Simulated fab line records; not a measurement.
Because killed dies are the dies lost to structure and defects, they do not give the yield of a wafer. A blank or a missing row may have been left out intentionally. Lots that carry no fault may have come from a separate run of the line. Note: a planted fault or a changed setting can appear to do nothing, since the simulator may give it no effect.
The same fault as seen by 2 desks / flow gf180mcu / each desk holds nothing but its own numbers, with what lay behind them at the end

## AT THE TOOL OWNER'S DESK: litho_track-01
The tool's own readings at GF_HV_LDD_COAT_02 (resist thk 1000 nm): means of the sampled wafers that have a number, for each lot that ran on this tool. The brackets show how far a lot's mean lies from the usual mean; more than 4 standard deviations puts the lot out of limits, marked OUT.
Columns: A = chill_plate_temp_C at GF_HV_LDD_COAT_02, usual 23.02 C; B = exhaust_pa at GF_HV_LDD_COAT_02, usual 45.0 Pa
lot=L227; first seen here=day 10 02:59; A=23.11; B=45.2
lot=L231; first seen here=day 11 15:04; A=22.93; B=43.9
lot=L232; first seen here=day 11 23:44; A=22.91; B=45.8
lot=L234; first seen here=day 12 11:32; A=22.95; B=45.0
lot=L235; first seen here=day 13 00:53; A=23.04; B=46.0
lot=L238; first seen here=day 13 14:28; A=23.02; B=45.0
This desk found nothing out of limits on any of the 6 lots.

## METROLOGY DESK
What the gauges read, lot by lot, whatever tool the lot ran on: means of the sampled wafers that have a number. The brackets show how far a lot's mean lies from the usual mean; more than 4 standard deviations puts the lot out of limits, marked OUT.
Columns: A = STI_CVD_03_THK at GF_STI_THK_MEAS_04, usual 207.8 nm; B = MVPSD_TW at GF_MVPSD_TW_MEAS_11, usual 553; C = cd_nm at GF_HV_LDD_CD_MEAS_07, usual 400.2 nm; D = HV_LDD_02_OVL at GF_HV_LDD_OVL_MEAS_32, usual 0.0 nm
lot=L225; first seen here=day 1 15:38; A=211.0; B=545; C=401.3; D=0.7
lot=L227; first seen here=day 1 23:34; A=209.3; B=561; C=400.9; D=1.2
lot=L228; first seen here=day 2 06:01; A=208.2; B=545; C=400.5; D=-0.9
lot=L230; first seen here=day 2 15:44; A=207.4; B=552; C=404.2; D=0.3
lot=L231; first seen here=day 2 20:51; A=205.3; B=564; C=402.3; D=-0.2
lot=L232; first seen here=day 3 00:34; A=213.8; B=550; C=401.1; D=-2.0
lot=L234; first seen here=day 3 14:26; A=207.9; B=562; C=415.0 (+7.1) OUT; D=0.2
lot=L235; first seen here=day 3 18:32; A=204.4; B=545; C=411.9 (+5.6) OUT; D=-0.1
lot=L238; first seen here=day 4 08:20; A=207.5; B=542; C=415.7 (+7.4) OUT; D=-0.5
lot=L240; first seen here=day 4 17:43; A=203.7; B=550; C=400.4; D=-0.3
lot=L243; first seen here=day 5 07:35; A=207.2; B=548; C=399.6; D=-0.4
lot=L245; first seen here=day 5 19:15; A=207.2; B=548; C=397.4; D=0.6
lot=L248; first seen here=day 6 10:20; A=209.2; B=564; C=399.0; D=0.1
Finding of this desk: L234, L235, L238 out of limits; the first was L234 at day 12 22:02, on cd_nm at GF_HV_LDD_CD_MEAS_07. Within limits: L225, L227, L228, L230, L231, L232, L240, L243, L245, L248.

## ALL TOGETHER
The metrology desk could have raised an alarm at day 12 22:02, on L234, L235, L238.
The tool owner's desk saw nothing out of limits.
The tool owner's desk has L234, L235, L238 on record, within its limits.
GF_HV_LDD_COAT_02 was run on litho_track-01 by each of the lots named.

## WHAT HAD BEEN PUT IN BY THE SIMULATOR
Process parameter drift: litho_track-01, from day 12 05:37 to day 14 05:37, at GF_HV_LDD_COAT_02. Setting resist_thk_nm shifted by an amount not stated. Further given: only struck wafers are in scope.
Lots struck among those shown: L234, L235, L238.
Per desk, hours elapsed from the start of the fault to the first reading out of limits: for the metrology desk, 16.
